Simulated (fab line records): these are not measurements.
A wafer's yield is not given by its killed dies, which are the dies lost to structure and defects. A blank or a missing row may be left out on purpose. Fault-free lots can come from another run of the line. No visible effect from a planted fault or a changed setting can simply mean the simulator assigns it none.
Which tool was responsible? + flow sky130 + 14 lots with 42 wafers sampled at 3 steps, on a route of 708 steps

## WHAT THE GAUGES SHOWED, per wafer
SKY_VT_ADJUST_HVTR_OVL_MEAS_08.
| lot  | measured     | on         | VT_ADJUST_HVTR_OVL (nm) |
|------|--------------|------------|-------------------------|
| L278 | day 10 02:59 | overlay-01 | 0.1 0.5 1.2             |
| L279 | day 10 13:22 | overlay-01 | 2.3 2.7 2.8             |
| L280 | day 10 18:08 | overlay-02 | 0.7 -1.6 -1.0           |
| L282 | day 11 11:40 | overlay-02 | -1.6 0.5 0.3            |
| L283 | day 11 21:47 | overlay-02 | -1.8 0.0 -0.6           |
| L284 | day 11 22:44 | overlay-02 | -0.8 -0.6 0.7           |
| L285 | day 12 05:58 | overlay-01 | 1.2 -0.1 1.0            |
| L288 | day 13 06:10 | overlay-01 | 1.8 2.2 1.0             |
| L291 | day 14 01:05 | overlay-02 | -0.7 -0.1 -0.3          |
| L292 | day 14 11:04 | overlay-01 | 0.4 1.5 0.7             |
| L293 | day 14 17:41 | overlay-02 | 0.0 0.4 -0.7            |
| L294 | day 15 02:10 | overlay-01 | -2.4 0.4 -2.5           |
| L298 | day 16 04:35 | overlay-01 | 0.9 1.4 1.2             |
| L299 | day 16 15:17 | overlay-01 | -1.8 1.2 2.2            |

SKY_SONOS_ONO_CD_MEAS_13 targets a cd of 410 nm.
| lot  | measured     | on        | cd_nm (nm)        |
|------|--------------|-----------|-------------------|
| L278 | day 13 10:04 | cd_sem-02 | 410.3 412.0 411.4 |
| L279 | day 13 22:48 | cd_sem-02 | 408.9 408.7 411.1 |
| L280 | day 14 01:44 | cd_sem-02 | 409.8 411.2 411.9 |
| L282 | day 14 21:15 | cd_sem-02 | 409.2 407.8 411.1 |
| L283 | day 15 08:26 | cd_sem-02 | 408.4 408.2 407.5 |
| L284 | day 15 09:54 | cd_sem-02 | 417.8 416.2 417.1 |
| L285 | day 15 16:21 | cd_sem-02 | 411.2 412.5 411.0 |
| L288 | day 17 00:37 | cd_sem-01 | 411.2 412.2 410.3 |
| L291 | day 17 19:11 | cd_sem-01 | 415.7 415.7 413.5 |
| L292 | day 18 03:22 | cd_sem-01 | 413.7 416.0 414.6 |
| L293 | day 18 13:03 | cd_sem-02 | 408.2 407.5 409.0 |
| L294 | day 19 00:33 | cd_sem-02 | 409.0 409.2 407.5 |
| L298 | day 20 09:14 | cd_sem-01 | 411.1 409.9 410.3 |
| L299 | day 20 15:05 | cd_sem-01 | 409.2 408.9 408.5 |

SKY_SONOS_ONO_OVL_MEAS_14.
| lot  | measured     | on         | SONOS_ONO_OVL (nm) |
|------|--------------|------------|--------------------|
| L278 | day 13 10:08 | overlay-01 | -0.8 1.3 0.5       |
| L279 | day 13 22:55 | overlay-02 | -2.5 -0.1 -0.3     |
| L280 | day 14 01:50 | overlay-01 | 0.1 0.3 0.6        |
| L282 | day 14 21:22 | overlay-01 | -2.1 -0.4 -1.2     |
| L283 | day 15 08:32 | overlay-02 | 0.6 -2.0 -1.3      |
| L284 | day 15 10:01 | overlay-02 | 0.0 1.4 -1.2       |
| L285 | day 15 16:28 | overlay-02 | -3.1 0.1 -0.6      |
| L288 | day 17 00:44 | overlay-02 | -2.7 -2.1 -1.4     |
| L291 | day 17 19:16 | overlay-02 | 0.1 -2.5 1.0       |
| L292 | day 18 03:29 | overlay-01 | -1.8 -1.2 -1.6     |
| L293 | day 18 13:10 | overlay-01 | 0.1 -1.1 0.9       |
| L294 | day 19 00:40 | overlay-01 | 0.3 0.7 -0.9       |
| L298 | day 20 09:21 | overlay-02 | -1.4 0.1 0.0       |
| L299 | day 20 15:12 | overlay-01 | 2.0 -0.4 0.2       |

## WHAT TOOL EACH LOT RAN ON (gives the tool, then ch and the chambers of the sampled wafers, and finally the start)
Before these readings, the record contains no process step.

## AS READ BY THE TOOLS THEMSELVES (means over the sampled wafers that have a number; for cases with no such wafer, the mark the record gives instead)
The record holds no such reading with a usual standard deviation.

## THE ANSWER, worked out from the rows above alone
Rule: the usual values come from the lots themselves. The widest of any qualifying gaps counts: lots, ordered by their means at a reading, are off when they make up no more than a third of the lots, leave a main group of 4 or more, and stand apart from it by 3 or more times the standard deviation of that group's means. A main group is skipped when, at the precision printed for the reading in the tables above, its means are all equal. Also off: a lot with no number at a reading for which 4 or more lots have one. Any other lot the step has rows for is counted as sound. First the gauges in route order, then the tools' own readings, where a lot's mean is used as printed above. The first step at which some lot is off is used, and at that step the reading that is off furthest; a lot without a number counts as furthest.
No lot is off on any of the readings shown, so nothing can be concluded from this.

## WHAT THE SIMULATOR HAD PUT IN
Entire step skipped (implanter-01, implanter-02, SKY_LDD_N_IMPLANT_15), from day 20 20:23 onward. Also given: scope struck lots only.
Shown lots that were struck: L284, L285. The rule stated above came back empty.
